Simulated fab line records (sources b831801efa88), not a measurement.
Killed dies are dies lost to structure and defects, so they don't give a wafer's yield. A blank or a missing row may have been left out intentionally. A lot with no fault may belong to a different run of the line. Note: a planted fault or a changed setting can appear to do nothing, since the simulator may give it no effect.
Which tool is to blame? | flow sfq line | 14 lots, 42 wafers sampled, at 6 steps of a route of 325

## WHAT EACH GAUGE READ, for each wafer
SFQ_R5_RS_MEAS_933: a four-point-probe measurement.
lot  | measured     | on            | R5_MONX_RS (ohm/sq)
L254 | day 58 23:22 | film metro-02 | 7.28 7.24 7.30
L256 | day 59 11:29 | film metro-03 | 7.15 7.08 7.12
L257 | day 59 15:23 | film metro-03 | 7.15 7.11 7.08
L261 | day 60 02:28 | film metro-03 | 7.17 7.18 7.16
L262 | day 60 05:30 | film metro-02 | 7.08 7.06 7.02
L263 | day 60 08:26 | film metro-03 | 7.16 7.15 7.12
L264 | day 60 11:28 | film metro-04 | 7.10 7.12 7.11
L265 | day 61 21:37 | film metro-04 | 9.30 9.31 9.34
L267 | day 62 12:49 | film metro-04 | 7.00 7.06 7.01
L268 | day 62 15:49 | film metro-03 | 9.21 9.38 9.20
L270 | day 64 11:02 | film metro-03 | 7.04 7.09 7.08
L274 | day 69 10:55 | film metro-03 | 7.11 7.12 7.16
L275 | day 69 13:56 | film metro-02 | 6.93 6.97 7.00
L276 | day 69 19:56 | film metro-02 | 7.04 7.04 6.99

SFQ_R5_THK_MEAS_934: measures by xrf.
lot  | measured     | on            | R5_MONX_THK (nm)
L254 | day 58 23:29 | film metro-02 | 38.0 38.3 37.7
L256 | day 59 11:35 | film metro-03 | 38.3 39.0 38.7
L257 | day 59 15:30 | film metro-03 | 38.4 39.0 38.9
L261 | day 60 02:34 | film metro-03 | 38.3 38.6 38.7
L262 | day 60 05:35 | film metro-02 | 39.0 39.3 39.4
L263 | day 60 08:34 | film metro-03 | 38.5 38.8 38.4
L264 | day 60 11:34 | film metro-04 | 38.3 38.3 38.2
L265 | day 61 21:44 | film metro-04 | 28.7 28.6 28.6
L267 | day 62 12:55 | film metro-04 | 38.7 38.6 38.7
L268 | day 62 15:55 | film metro-03 | 29.7 29.1 29.8
L270 | day 64 11:08 | film metro-03 | 39.3 38.7 39.0
L274 | day 69 11:02 | film metro-03 | 38.8 38.7 38.7
L275 | day 69 14:03 | film metro-02 | 39.7 39.7 39.5
L276 | day 69 20:03 | film metro-02 | 39.3 39.1 39.4

## WHICH TOOL RAN EACH LOT (tool, then ch and the chambers of the sampled wafers, then the start)
lot  | SFQ_TRILAYER_I4_VIA_STRIP_STRIP_107 | SFQ_TRILAYER_JJ_CE_BARC_OPEN_RIE_150 | SFQ_TRILAYER_R5_DEP_SPUTTER_133 | SFQ_TRILAYER_R5_DEP_SPUTTER_134
L254 | rie metal-01 ch 0,1, day 47 14:22   | rie metal-01 ch 0,1, day 53 07:01    | pvd sputter-05, day 58 23:17    | pvd sputter-05, day 58 23:21
L256 | rie metal-03 ch 0,1, day 48 08:34   | rie metal-04 ch 0,1, day 53 21:26    | pvd sputter-03, day 59 11:22    | pvd sputter-03, day 59 11:25
L257 | rie metal-01 ch 0,1, day 48 14:22   | rie metal-02 ch 0, day 54 01:01      | pvd sputter-05, day 59 15:19    | pvd sputter-05, day 59 15:22
L261 | rie metal-02 ch 0,1, day 48 23:58   | rie metal-01 ch 0,1, day 54 08:13    | pvd sputter-03, day 60 02:22    | pvd sputter-03, day 60 02:25
L262 | rie metal-02 ch 0,1, day 49 03:46   | rie metal-01 ch 0,1, day 54 11:50    | pvd sputter-05, day 60 05:22    | pvd sputter-05, day 60 05:25
L263 | rie metal-01 ch 0, day 49 07:10     | rie metal-01 ch 0,1, day 54 16:37    | pvd sputter-03, day 60 08:22    | pvd sputter-03, day 60 08:25
L264 | rie metal-02 ch 0,1, day 49 08:59   | rie metal-04 ch 0,1, day 54 21:25    | pvd sputter-05, day 60 11:22    | pvd sputter-05, day 60 11:25
L265 | rie metal-01 ch 0,1, day 51 11:15   | rie metal-02 ch 0, day 57 01:01      | pvd sputter-05, day 61 21:32    | pvd sputter-05, day 61 21:35
L267 | rie metal-01 ch 0, day 52 03:47     | rie metal-04 ch 0,1, day 57 11:17    | pvd sputter-03, day 62 12:43    | pvd sputter-03, day 62 12:46
L268 | rie metal-01 ch 0,1, day 52 13:29   | rie metal-01 ch 0, day 57 18:31      | pvd sputter-05, day 62 15:43    | pvd sputter-05, day 62 15:46
L270 | rie metal-03 ch 0,1, day 55 06:50   | rie metal-04 ch 0,1, day 60 07:50    | pvd sputter-03, day 64 10:55    | pvd sputter-03, day 64 10:58
L274 | rie metal-01 ch 0,1, day 61 12:45   | rie metal-02 ch 0,1, day 65 07:48    | pvd sputter-05, day 69 10:51    | pvd sputter-05, day 69 10:54
L275 | rie metal-01 ch 0, day 61 15:09     | rie metal-02 ch 1, day 65 10:12      | pvd sputter-04, day 69 13:51    | pvd sputter-04, day 69 13:54
L276 | rie metal-01 ch 0,1, day 61 19:57   | rie metal-02 ch 0,1, day 65 13:48    | pvd sputter-03, day 69 19:51    | pvd sputter-03, day 69 19:54
- SFQ_TRILAYER_I4_VIA_STRIP_STRIP_107: strips in O2.
- SFQ_TRILAYER_JJ_CE_BARC_OPEN_RIE_150: chemistry O2, target BARC, target depth 240 nm, time 80 s.
- SFQ_TRILAYER_R5_DEP_SPUTTER_133: material MoNx, target thk 40 nm, time 66.7 s.
- SFQ_TRILAYER_R5_DEP_SPUTTER_134: material Ti, target thk 5 nm, time 5 s.

## AS READ BY THE TOOLS THEMSELVES (means over the sampled wafers that have a number; for cases with no such wafer, the mark the record gives instead)
SFQ_TRILAYER_I4_VIA_STRIP_STRIP_107.
lot  | tool         | drypump motor current A (A) | oes product au (a.u.)
L254 | rie metal-01 | 5.7                         | 0.990
L256 | rie metal-03 | 5.4                         | 0.999
L257 | rie metal-01 | 5.7                         | 0.996
L261 | rie metal-02 | 5.9                         | 1.008
L262 | rie metal-02 | 5.9                         | 0.999
L263 | rie metal-01 | 6.1                         | 0.999
L264 | rie metal-02 | 6.1                         | 1.001
L265 | rie metal-01 | 5.9                         | 1.005
L267 | rie metal-01 | 6.1                         | 1.003
L268 | rie metal-01 | 5.7                         | 0.988
L270 | rie metal-03 | 5.4                         | 0.997
L274 | rie metal-01 | 5.9                         | 0.992
L275 | rie metal-01 | 6.1                         | 0.985
L276 | rie metal-01 | 5.9                         | 0.990

SFQ_TRILAYER_JJ_CE_BARC_OPEN_RIE_150.
lot  | tool         | drypump motor current A (A) | oes product au (a.u.)
L254 | rie metal-01 | 5.9                         | 0.539
L256 | rie metal-04 | 5.1                         | 0.539
L257 | rie metal-02 | 6.4                         | 0.533
L261 | rie metal-01 | 5.9                         | 0.538
L262 | rie metal-01 | 5.9                         | 0.538
L263 | rie metal-01 | 5.9                         | 0.541
L264 | rie metal-04 | 5.2                         | 0.545
L265 | rie metal-02 | 6.4                         | 0.536
L267 | rie metal-04 | 5.1                         | 0.536
L268 | rie metal-01 | 6.1                         | 0.534
L270 | rie metal-04 | 5.2                         | 0.536
L274 | rie metal-02 | 5.9                         | 0.536
L275 | rie metal-02 | 5.6                         | 0.535
L276 | rie metal-02 | 5.9                         | 0.537

SFQ_TRILAYER_R5_DEP_SPUTTER_133.
lot  | tool           | base pressure pa (Pa) | throttle valve pct (%)
L254 | pvd sputter-05 | 1.36e-06              | 30.5
L256 | pvd sputter-03 | 1.38e-06              | 30.9
L257 | pvd sputter-05 | 1.28e-06              | 30.3
L261 | pvd sputter-03 | 1.35e-06              | 30.2
L262 | pvd sputter-05 | 1.23e-06              | 30.4
L263 | pvd sputter-03 | 1.34e-06              | 30.6
L264 | pvd sputter-05 | 1.36e-06              | 29.8
L265 | pvd sputter-05 | 1.26e-06              | 30.4
L267 | pvd sputter-03 | 1.33e-06              | 29.7
L268 | pvd sputter-05 | 1.33e-06              | 30.9
L270 | pvd sputter-03 | 1.34e-06              | 31.5
L274 | pvd sputter-05 | 1.33e-06              | 30.1
L275 | pvd sputter-04 | 1.24e-06              | 30.8
L276 | pvd sputter-03 | 1.36e-06              | 30.7

SFQ_TRILAYER_R5_DEP_SPUTTER_134.
lot  | tool           | base pressure pa (Pa) | throttle valve pct (%)
L254 | pvd sputter-05 | 1.32e-06              | 30.6
L256 | pvd sputter-03 | 1.32e-06              | 30.7
L257 | pvd sputter-05 | 1.29e-06              | 30.2
L261 | pvd sputter-03 | 1.34e-06              | 30.1
L262 | pvd sputter-05 | 1.33e-06              | 30.2
L263 | pvd sputter-03 | 1.34e-06              | 30.7
L264 | pvd sputter-05 | 1.33e-06              | 29.8
L265 | pvd sputter-05 | 1.29e-06              | 30.4
L267 | pvd sputter-03 | 1.35e-06              | 29.6
L268 | pvd sputter-05 | 1.39e-06              | 30.9
L270 | pvd sputter-03 | 1.25e-06              | 31.5
L274 | pvd sputter-05 | 1.30e-06              | 30.3
L275 | pvd sputter-04 | 1.37e-06              | 30.8
L276 | pvd sputter-03 | 1.33e-06              | 30.4

## THE ANSWER, worked out from the rows above alone
Rule: usual is defined by the lots themselves. The widest of any qualifying gaps counts: lots, ordered by their means at a reading, are off when they make up no more than a third of the lots, leave a main group of 4 or more, and stand apart from it by 3 or more times the standard deviation of that group's means. The tables above print the reading to a certain number of digits; a main group whose means all agree to those digits is not used. A lot without any number at a reading at which 4 lots or more have one is off too. All remaining lots with rows at the step are treated as sound. First the gauges in route order, then the tools' own readings, where a lot's mean is used as printed above. At the first step where some lot is off, the reading lying furthest off is the one used; lots without a number count as furthest.
Off: L265, L268, at SFQ_R5_RS_MEAS_933 (R5_MONX_RS). The main group has a mean of 7.10 ohm/sq with a standard deviation of 0.077.
If a tool, at a process step before that reading, ran all the lots that are off and no sound lot after the first of them, it fits. Gauges at SFQ_R5_RS_MEAS_933: tried the same way as those tools. None of those tried fits.

## WHAT THE SIMULATOR HAD PUT IN
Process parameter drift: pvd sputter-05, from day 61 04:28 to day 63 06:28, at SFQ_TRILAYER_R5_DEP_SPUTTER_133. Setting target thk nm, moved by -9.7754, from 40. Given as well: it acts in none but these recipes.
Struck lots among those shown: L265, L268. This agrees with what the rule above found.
